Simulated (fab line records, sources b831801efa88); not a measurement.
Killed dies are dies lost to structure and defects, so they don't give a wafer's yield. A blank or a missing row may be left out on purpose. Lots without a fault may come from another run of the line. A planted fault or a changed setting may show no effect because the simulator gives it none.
fab line records | flow sky130
record lots=12 wafers=36 last_day=50
route steps=708 shown FIELD_ISO@18 NWELL@60 PAD_OPEN@708
lots that met no fault: from a run of the same line without faults
start_h: hours from the record's first day to the start of the lot's first wafer shown | wait_h: hours since the lot's step before | " the same as in the row above | L1.1+2: a row that stands for several wafers | - no value, or no start given | * or withheld: withheld | < > ~ a bound
route shown NAME@n: a module of which the file shows steps, and the number in the route of the first | usual: mean/standard deviation of fault-free wafers | same: alike in all rows | chamber/n: place in a boat | sites: the reading at each site | _std_site: their standard deviation | _edge_site: outer sites' mean less inner sites' | radius_mm: how far each site lies from the wafer's centre | mask NAME#n: copy n | behind: the tool/chamber that last shaped the wafer | hold: why the lot was held/for how many hours/how that ended | device: the transistor (n, p or np) that didn't switch | end of line: the same wafers' tests at the end of the route | a step without rows: its recipe alone | killed: dies lost to structure and defects at the first sort, not the wafer's yield | map: a wafer's dies, x killed, . not, _ none there
set.NAME: the setting as run; set.NAME@STEP: as run at that earlier step | model.NAME: the simulator's own value behind a step, which no gauge read
steps of the route over a sample of lots; a table a step, a row a wafer
services: from which hour (start_h, from the record's first day; less than 0 if before it) a tool's chamber was out of use, for how many hours, and why
## steps
# step SKY_FIELD_ISO_ETCH_17
# recipe target_depth_a=3420 mask_material=Si3N4 chemistry=HBr/Cl2/O2 target=Si taper_deg=5 icp_w=600 bias_w=150 pressure_mtorr=15 HBr_flow_sccm=150 Cl2_flow_sccm=40 O2_flow_sccm=6 time_s=97.7
# usual O2_flow_sccm=5.999/0.018 bias_w=150.0/0.43 chamber_pressure_mTorr=15.000/0.012 drypump_motor_current_A=5.6/0.43 oes_product_au=0.989/0.012 throttle_valve_pct=25.663/0.012
# columns lot.wafer tool chamber start_h wait_h O2_flow_sccm bias_w chamber_pressure_mTorr drypump_motor_current_A oes_product_au rf_hours_counter_h throttle_valve_pct
L298.2 rie_si-02 1 31.28 0.1 5.998 149.9 15.006 5.4 0.971 81 25.668
L298.3 " 2 " " 5.985 150.5 15.001 5.4 0.991 20 25.657
L298.4 " 0 " " 6.007 149.1 14.992 5.4 0.984 57 25.658
L299.2 rie_si-01 1 34.83 0.1 5.991 149.5 15.001 5.3 0.993 9 25.656
L299.4 " 0 " " 6.012 150.0 15.001 6.7 0.974 - 25.699
L299.5 " 1 " " 5.969 149.8 14.999 5.3 0.984 - 25.676
L300.1 rie_si-02 3 40.60 0.1 6.011 149.9 15.002 5.5 0.995 94 25.645
L300.2 " 0 " " 5.972 150.0 14.995 5.4 0.987 57 25.674
L300.4 " 2 " " 5.977 149.9 14.997 5.4 0.993 20 25.676
L301.2 rie_si-02 3 45.80 0.1 6.024 150.3 15.010 5.5 0.998 95 25.658
L301.3 " 1 " " 5.997 150.2 15.001 5.4 0.980 82 25.678
L301.4 " 0 " " 5.982 150.1 14.994 5.4 0.974 57 25.669
L303.1 rie_si-01 1 55.45 0.1 6.002 150.3 15.012 5.2 0.992 9 25.643
L303.4 " 3 " " 6.016 150.5 14.997 5.8 0.997 0 25.661
L303.5 " 2 " " 5.990 150.3 15.011 5.6 0.982 - 25.660
L305.1 rie_si-01 1 65.45 0.1 6.002 149.7 14.968 5.2 0.995 9 25.673
L305.3 " 0 " " 6.011 149.9 15.003 6.7 0.976 99 25.668
L305.4 " 2 " " 5.984 150.1 14.998 5.6 1.002 131 25.665
L309.3 rie_si-02 2 85.98 0.0 5.991 150.1 15.003 5.4 0.994 20 25.664
L309.5 " 1 " " 6.011 149.9 15.013 5.5 0.977 - 25.667
L309.6 " 0 " " 6.021 149.8 14.999 5.3 0.983 - 25.675
L312.2 rie_si-02 3 102.40 0.1 6.018 150.0 14.999 5.5 1.005 95 25.655
L312.3 " 2 " " 5.992 149.9 15.007 5.4 0.969 20 25.661
L312.6 " 1 " " 5.991 149.5 14.972 5.4 0.981 - 25.668
L314.1 rie_si-01 1 112.95 0.1 6.013 149.9 14.980 5.2 0.988 9 25.672
L314.3 " 3 " " 6.011 151.0 15.010 5.8 1.004 1 25.645
L314.6 " 3 " " 6.002 150.3 14.988 5.8 0.999 - 25.658
L315.2 rie_si-01 0 116.75 0.1 5.934 149.8 14.984 6.7 0.982 99 25.689
L315.3 " 1 " " 6.003 150.0 15.004 5.3 0.987 9 25.660
L315.6 " 3 " " 5.992 150.8 15.014 5.8 1.015 - 25.638
L316.1 rie_si-01 2 123.17 0.1 5.997 149.0 14.994 5.6 0.988 131 25.672
L316.4 " 3 " " 6.013 150.1 14.995 5.8 1.009 1 25.641
L316.6 " 2 " " 6.031 149.6 15.000 5.6 0.981 - 25.681
L319.2 rie_si-01 1 139.35 0.1 5.976 150.8 15.003 5.2 0.999 9 25.645
L319.4 " 3 " " 6.001 149.9 15.011 5.8 0.995 1 25.663
L319.5 " 1 " " 5.997 150.1 14.992 5.3 0.999 - 25.648
# step SKY_FIELD_ISO_CMP_27
# recipe stop_on=Si3N4 t_overpolish_s=16 down_force_psi=4 platen_rpm=60 target_thk_nm=457.8 pad_velocity_m_s=0.94248
# usual motor_current_A=12.0/0.77 overpolish_run_s=16.000/0.009 platen_rpm=60.01/0.041 time_to_endpoint_s=114/5.7
# columns lot.wafer tool chamber start_h wait_h motor_current_A overpolish_run_s platen_rpm time_to_endpoint_s
L298.2 cmp-01 3 36.22 0.0 11.4 16.002 60.01 116
L298.4 " 1 " " 12.4 15.998 60.00 105
L298.3 " 2 " " 12.2 15.994 60.00 113
L299.4 cmp-01 1 39.77 0.0 12.5 16.007 60.02 107
L299.2 " 2 " " 12.0 16.005 60.03 116
L299.5 " 1 " " 12.6 16.012 60.02 103
L300.1 cmp-02 2 44.50 0.0 11.7 15.996 59.95 109
L300.2 " 3 " " 11.3 16.004 60.03 107
L300.4 " 1 " " 11.0 16.006 60.00 102
L301.4 cmp-02 2 53.17 0.0 12.4 16.018 60.00 118
L301.3 " 0 " " 12.6 15.988 60.00 125
L301.2 " 1 " " 11.5 16.007 60.03 115
L303.1 cmp-01 3 61.57 0.0 11.8 16.003 59.93 124
L303.4 " 1 " " 12.1 15.997 60.07 109
L303.5 " 3 " " 12.2 15.993 60.04 127
L305.3 cmp-01 1 68.72 0.0 12.2 15.988 59.98 111
L305.1 " 2 " " 12.1 16.003 60.06 123
L305.4 " 3 " " 11.5 16.000 60.08 124
L309.3 cmp-02 2 90.09 0.0 11.3 16.006 60.08 110
L309.6 " 2 " " 12.1 16.012 60.06 114
L309.5 " 3 " " 11.2 15.989 59.88 114
L312.3 cmp-01 0 105.71 0.1 13.1 15.994 59.93 122
L312.2 " 1 " " 12.5 15.996 59.99 108
L312.6 " 3 " " 11.9 15.998 59.97 119
L314.3 cmp-01 0 117.16 0.1 13.0 16.011 59.97 116
L314.1 " 2 " " 11.6 16.010 60.02 114
L314.6 " 3 " " 12.1 16.001 59.93 118
L315.2 cmp-02 3 121.42 0.1 11.0 15.990 60.02 113
L315.3 " 1 " " 12.1 16.001 60.10 110
L315.6 " 3 " " 11.4 16.000 60.03 113
L316.1 cmp-02 3 127.42 0.1 12.1 16.002 59.99 107
L316.4 " 0 " " 13.0 15.992 60.00 118
L316.6 " 2 " " 12.4 15.981 60.03 115
L319.4 cmp-02 0 144.23 0.0 12.9 15.996 60.01 116
L319.2 " 3 " " 11.1 15.993 60.03 109
L319.5 " 1 " " 11.1 16.003 60.02 106
# step SKY_NWELL_EXPOSE_07
# recipe mask_id=NWM na=0.6 source_shape=conventional sigma_outer=0.6 polarization=unpolarized target_cd_nm=840 dose_mj=255
# columns lot.wafer tool chamber start_h wait_h mask
L298.2+3+4 iline_stepper-02 0 79.70 - NWM#0
L299.2+4+5 iline_stepper-02 0 83.95 - NWM#0
L300.1+2+4 iline_stepper-02 0 90.14 - NWM#0
L301.2+3+4 iline_stepper-02 0 100.20 - NWM#0
L303.1+4+5 iline_stepper-01 0 109.13 - NWM#0
L305.1+3+4 iline_stepper-01 0 114.47 - NWM#0
L309.3+5+6 iline_stepper-01 0 142.15 - NWM#0
L312.2+3+6 iline_stepper-01 0 156.78 - NWM#0
L314.1+3+6 iline_stepper-01 0 170.78 - NWM#0
L315.2+3+6 iline_stepper-01 0 173.95 - NWM#0
L316.1+4+6 iline_stepper-02 0 180.67 - NWM#0
L319.2+4+5 iline_stepper-02 0 199.33 - NWM#0
# step SKY_NWELL_OVL_MEAS_10
# usual NWELL_00_OVL=0.2/1.4
# columns lot.wafer tool chamber start_h wait_h NWELL_00_OVL[nm]
L298.2 overlay-01 - 88.41 - -0.6
L298.3 " - " " -0.7
L298.4 " - " " 1.3
L299.2 overlay-01 - 91.99 - 0.3
L299.4 " - " " 1.3
L299.5 " - " " 0.2
L300.1 overlay-02 - 99.03 - 1.4
L300.2 " - " " 0.8
L300.4 " - " " 0.3
L301.2 overlay-01 - 109.24 - -0.6
L301.3 " - " " -1.5
L301.4 " - " " 0.2
L303.1 overlay-02 - 118.08 - -2.1
L303.4 " - " " 0.1
L303.5 " - " " -1.1
L305.1 overlay-01 - 124.32 - 1.3
L305.3 " - " " -0.6
L305.4 " - " " -1.1
L309.3 overlay-02 - 151.53 - -0.9
L309.5 " - " " -1.5
L309.6 " - " " -3.3
L312.2 overlay-01 - 167.47 - -125.2
L312.3 " - " " -125.6
L312.6 " - " " -127.5
L314.1 overlay-02 - 181.51 - -126.1
L314.3 " - " " -124.1
L314.6 " - " " -125.6
L315.2 overlay-02 - 184.69 - -127.6
L315.3 " - " " -127.5
L315.6 " - " " -127.0
L316.1 overlay-02 - 191.21 - -1.4
L316.4 " - " " -1.1
L316.6 " - " " -1.0
L319.2 overlay-01 - 211.02 - 1.2
L319.4 " - " " 0.0
L319.5 " - " " -0.4
# step SKY_NWELL_RS_MEAS_29
# recipe thk_meas_gauge=four-point-probe
# usual NWELL_RS=624.7/1.6
# columns lot.wafer tool chamber start_h wait_h NWELL_RS[ohm/sq]
L298.2 film_metro-03 - 106.82 0.1 622.9
L298.3 " - " " 622.7
L298.4 " - " " 622.7
L299.2 film_metro-03 - 110.28 0.1 624.7
L299.4 " - " " 622.9
L299.5 " - " " 625.0
L300.1 film_metro-02 - 118.35 0.1 625.9
L300.2 " - " " 625.4
L300.4 " - " " 624.3
L301.2 film_metro-03 - 128.92 0.1 624.5
L301.3 " - " " 624.0
L301.4 " - " " 625.9
L303.1 film_metro-02 - 138.60 0.2 624.6
L303.4 " - " " 625.9
L303.5 " - " " 625.7
L305.1 film_metro-02 - 145.11 0.1 624.6
L305.3 " - " " 624.3
L305.4 " - " " 621.8
L309.3 film_metro-03 - 173.17 0.1 622.3
L309.5 " - " " 622.5
L309.6 " - " " 621.3
L312.2 film_metro-02 - 189.82 0.1 624.4
L312.3 " - " " 624.4
L312.6 " - " " 625.7
L314.1 film_metro-04 - 201.97 0.1 626.3
L314.3 " - " " 625.5
L314.6 " - " " 625.8
L315.2 film_metro-04 - 206.72 0.1 623.3
L315.3 " - " " 626.0
L315.6 " - " " 625.7
L316.1 film_metro-04 - 213.85 0.1 625.3
L316.4 " - " " 623.0
L316.6 " - " " 625.3
L319.2 film_metro-02 - 235.40 0.1 623.3
L319.4 " - " " 624.5
L319.5 " - " " 622.7
# step SKY_PAD_OPEN_PROBE_99
# usual killed_at_M0_to_M3=45/7.2 killed_at_M4_up=3.0/1.8 killed_at_contacts=25/6.1 killed_at_front_end=14/4.4 killed_at_other=0.2/0.44 killed_dies=88/10 killed_open=48/7.4 killed_short=40/6.3
# same gross_dies=492 killed_at_back_side=0
# columns lot.wafer tool chamber start_h wait_h killed_at_M0_to_M3 killed_at_M4_up killed_at_contacts killed_at_front_end killed_at_other killed_dies killed_open killed_short
L298.2 prober-02 - 1083.19 0.1 36 3 35 23 0 97 47 50
L298.3 prober-02 - 1083.24 0.2 33 3 28 16 0 80 43 37
L298.4 prober-02 - 1083.29 0.2 58 3 19 19 1 100 56 44
L300.1 prober-02 - 1102.78 0.1 38 2 34 14 1 89 57 32
L300.2 prober-02 - 1102.83 0.1 46 4 28 21 0 99 49 50
L300.4 prober-02 - 1102.93 0.2 45 2 22 11 0 80 49 31
L303.1 prober-01 - 1120.02 0.1 49 2 24 11 0 86 55 31
L303.4 prober-01 - 1120.17 0.2 33 0 24 18 0 75 39 36
L303.5 prober-01 - 1120.22 0.2 31 1 25 16 0 73 42 31
L309.3 prober-01 - 1149.59 0.2 59 2 21 11 0 93 57 36
L309.5 prober-01 - 1149.69 0.2 46 1 17 14 0 78 47 31
L309.6 prober-01 - 1149.74 0.2 40 6 34 19 0 99 55 44
L312.2 prober-02 - 1160.95 0.1 47 2 28 14 1 92 54 38
L312.3 prober-02 - 1161.00 0.2 42 0 14 15 1 72 37 35
L312.6 prober-02 - 1161.15 0.2 52 3 30 7 0 92 56 36
L314.1 prober-01 - 1171.65 0.1 39 2 20 14 0 75 44 31
L314.3 prober-01 - 1171.75 0.2 61 5 20 16 0 102 61 41
L314.6 prober-01 - 1171.90 0.2 46 3 20 12 0 81 42 39
L315.2 prober-02 - 1176.98 0.1 44 2 20 20 0 86 57 29
L315.3 prober-02 - 1177.03 0.2 42 4 19 14 0 79 47 32
L315.6 prober-02 - 1177.18 0.2 41 3 18 9 0 71 39 32
# killed by level:class
L298.2 LI_CONTACT:geometric_particle:open=9 CONTACT:geometric_particle:open=9 VIA1:geometric_particle:open=8 FIELD_ISO:geometric_particle:short=7 LOCAL_INTERCONNECT:geometric_particle:short=7 VIA3:geometric_particle:open=6 CONTACT:geometric_particle:short=6 METAL2:geometric_particle:short=6
L298.3 VIA1:geometric_particle:open=10 METAL1:geometric_particle:short=9 CONTACT:geometric_particle:short=8 CONTACT:geometric_particle:open=7 POLY_GATE:geometric_particle:open=6 LI_CONTACT:geometric_particle:open=5 LOCAL_INTERCONNECT:geometric_particle:short=4 FIELD_ISO:geometric_particle:open=3
L298.4 VIA1:geometric_particle:open=14 CONTACT:geometric_particle:open=12 VIA3:geometric_particle:open=8 VIA1:geometric_particle:short=7 VIA3:geometric_particle:short=6 FIELD_ISO:geometric_particle:short=4 FIELD_ISO:geometric_particle:open=4 METAL2:geometric_particle:open=4
L300.1 CONTACT:geometric_particle:open=17 LI_CONTACT:geometric_particle:open=12 VIA1:geometric_particle:open=6 FIELD_ISO:geometric_particle:open=5 METAL2:geometric_particle:short=5 METAL1:geometric_particle:short=5 VIA3:geometric_particle:short=5 METAL3:geometric_particle:short=5
L300.2 VIA1:geometric_particle:open=9 FIELD_ISO:geometric_particle:open=7 LOCAL_INTERCONNECT:geometric_particle:short=7 CONTACT:geometric_particle:short=7 FIELD_ISO:geometric_particle:short=6 METAL1:geometric_particle:short=6 VIA2:geometric_particle:open=6 VIA3:geometric_particle:open=6
L300.4 VIA1:geometric_particle:open=11 LI_CONTACT:geometric_particle:open=10 VIA1:geometric_particle:short=7 CONTACT:geometric_particle:open=6 METAL1:geometric_particle:short=6 VIA2:geometric_particle:open=5 POLY_GATE:geometric_particle:open=4 METAL2:geometric_particle:short=4
L303.1 VIA1:geometric_particle:open=12 VIA3:geometric_particle:open=10 METAL1:geometric_particle:short=9 CONTACT:geometric_particle:open=9 VIA2:geometric_particle:open=9 LI_CONTACT:geometric_particle:open=6 CONTACT:geometric_particle:short=5 FIELD_ISO:geometric_particle:open=4
L303.4 FIELD_ISO:geometric_particle:open=10 METAL2:geometric_particle:short=8 LI_CONTACT:geometric_particle:short=5 CONTACT:geometric_particle:open=5 VIA1:geometric_particle:open=5 LI_CONTACT:geometric_particle:open=4 LOCAL_INTERCONNECT:geometric_particle:short=4 CONTACT:geometric_particle:short=4
L303.5 CONTACT:geometric_particle:open=11 VIA1:geometric_particle:open=7 FIELD_ISO:geometric_particle:short=6 VIA2:geometric_particle:open=6 VIA3:geometric_particle:open=6 CONTACT:geometric_particle:short=5 LOCAL_INTERCONNECT:geometric_particle:short=4 FIELD_ISO:geometric_particle:open=3
L309.3 VIA1:geometric_particle:open=13 VIA2:geometric_particle:open=11 CONTACT:geometric_particle:open=8 LI_CONTACT:geometric_particle:open=7 VIA1:geometric_particle:short=7 METAL2:geometric_particle:short=7 VIA3:geometric_particle:open=6 POLY_GATE:geometric_particle:open=4
L309.5 VIA3:geometric_particle:open=11 VIA1:geometric_particle:open=9 LI_CONTACT:geometric_particle:open=8 METAL1:geometric_particle:short=7 CONTACT:geometric_particle:open=6 VIA3:geometric_particle:short=5 VIA1:geometric_particle:short=4 FIELD_ISO:geometric_particle:open=3
L309.6 LI_CONTACT:geometric_particle:open=12 VIA1:geometric_particle:open=9 POLY_GATE:geometric_particle:open=8 CONTACT:geometric_particle:open=8 LI_CONTACT:geometric_particle:short=7 VIA1:geometric_particle:short=6 VIA2:geometric_particle:open=6 VIA2:geometric_particle:short=5
L312.2 CONTACT:geometric_particle:open=11 VIA1:geometric_particle:open=10 VIA2:geometric_particle:open=10 VIA1:geometric_particle:short=8 CONTACT:geometric_particle:short=7 LI_CONTACT:geometric_particle:open=5 VIA3:geometric_particle:open=5 SPACER:geometric_particle:open=4
L312.3 VIA1:geometric_particle:open=10 VIA3:geometric_particle:open=7 LI_CONTACT:geometric_particle:open=5 VIA1:geometric_particle:short=5 FIELD_ISO:geometric_particle:short=4 FIELD_ISO:geometric_particle:open=4 POLY_GATE:geometric_particle:short=4 LOCAL_INTERCONNECT:geometric_particle:short=4
L312.6 VIA1:geometric_particle:open=16 CONTACT:geometric_particle:open=11 METAL2:geometric_particle:short=7 VIA3:geometric_particle:open=7 CONTACT:geometric_particle:short=6 LI_CONTACT:geometric_particle:open=6 VIA3:geometric_particle:short=5 FIELD_ISO:geometric_particle:open=4
L314.1 CONTACT:geometric_particle:open=8 VIA1:geometric_particle:open=7 VIA3:geometric_particle:open=7 FIELD_ISO:geometric_particle:open=5 LI_CONTACT:geometric_particle:open=5 METAL2:geometric_particle:short=5 VIA2:geometric_particle:open=5 POLY_GATE:geometric_particle:open=4
L314.3 VIA1:geometric_particle:open=16 VIA3:geometric_particle:open=11 METAL2:geometric_particle:short=9 LI_CONTACT:geometric_particle:open=7 METAL1:geometric_particle:short=6 FIELD_ISO:geometric_particle:open=5 CONTACT:geometric_particle:open=5 VIA2:geometric_particle:open=5
L314.6 VIA1:geometric_particle:open=11 CONTACT:geometric_particle:open=10 VIA1:geometric_particle:short=8 VIA2:geometric_particle:open=6 FIELD_ISO:geometric_particle:short=5 VIA3:geometric_particle:open=5 LOCAL_INTERCONNECT:geometric_particle:short=5 METAL2:geometric_particle:short=5
L315.2 VIA2:geometric_particle:open=10 FIELD_ISO:geometric_particle:short=9 CONTACT:geometric_particle:open=9 VIA1:geometric_particle:open=9 VIA3:geometric_particle:open=9 FIELD_ISO:geometric_particle:open=7 LI_CONTACT:geometric_particle:open=6 METAL1:geometric_particle:open=3
L315.3 FIELD_ISO:geometric_particle:short=8 VIA3:geometric_particle:open=8 VIA1:geometric_particle:open=8 VIA2:geometric_particle:open=6 METAL3:geometric_particle:short=5 LI_CONTACT:geometric_particle:open=5 CONTACT:geometric_particle:open=5 METAL1:geometric_particle:short=4
L315.6 VIA1:geometric_particle:open=12 LI_CONTACT:geometric_particle:open=8 METAL2:geometric_particle:short=6 FIELD_ISO:geometric_particle:open=4 METAL3:geometric_particle:short=4 METAL1:geometric_particle:short=3 CONTACT:geometric_particle:short=3 CONTACT:geometric_particle:open=3
## services
# columns tool chamber start_h hours kind
rie_si-01 3 11.05 - clean
rie_si-01 3 11.05 33.6 scheduled_down
rie_si-01 3 11.05 33.6 vent_cycle
rie_si-02 3 12.74 1.9 repair
iline_stepper-01 - 24.88 1.7 pm
cmp-02 - 36.33 1.1 repair
cmp-01 - 43.88 2.4 repair
cmp-01 - 45.13 1.7 repair
rie_si-01 1 45.14 3.0 repair
rie_si-01 - 62.11 1.7 repair
cmp-02 - 62.51 3.7 repair
rie_si-02 0 63.56 5.2 repair
cmp-01 - 64.21 4.0 pm
rie_si-02 2 88.49 5.3 repair
cmp-01 - 94.16 1.3 repair
cmp-02 - 95.35 0.5 repair
cmp-02 - 100.47 1.3 repair
iline_stepper-02 - 113.22 1.7 pm
cmp-02 - 146.69 0.5 repair
rie_si-01 - 151.02 14.6 pm
rie_si-01 2 165.62 - clean
cmp-02 - 166.61 0.6 repair
iline_stepper-02 - 172.77 0.8 repair
cmp-02 - 190.22 0.8 repair
## key
first_sign step=SKY_NWELL_OVL_MEAS_10 reading=NWELL_00_OVL direction=down sigmas=89 usual=0.2 struck=-126.2
effect none on later readings
met_at SKY_NWELL_EXPOSE_07
struck_lots L312,L314,L315
tester_left_out L312,L314,L315
not_acting_at SKY_FIELD_ISO_ETCH_17,SKY_FIELD_ISO_CMP_27,SKY_NWELL_RS_MEAS_29
onset_between 142.15 156.78
fault kind=scanner_matching_overlay tool=iline_stepper-01 chamber=- onset_h=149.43 steps=SKY_NWELL_EXPOSE_07 offset=-127.33
# tester_left_out: of these lots the tester's yield and bins aren't shown, on N5 and GAA mostly nor the transistor test; their killed dies are dies lost to structure and defects alone, not to doping, threshold or leakage, so they don't give the yield
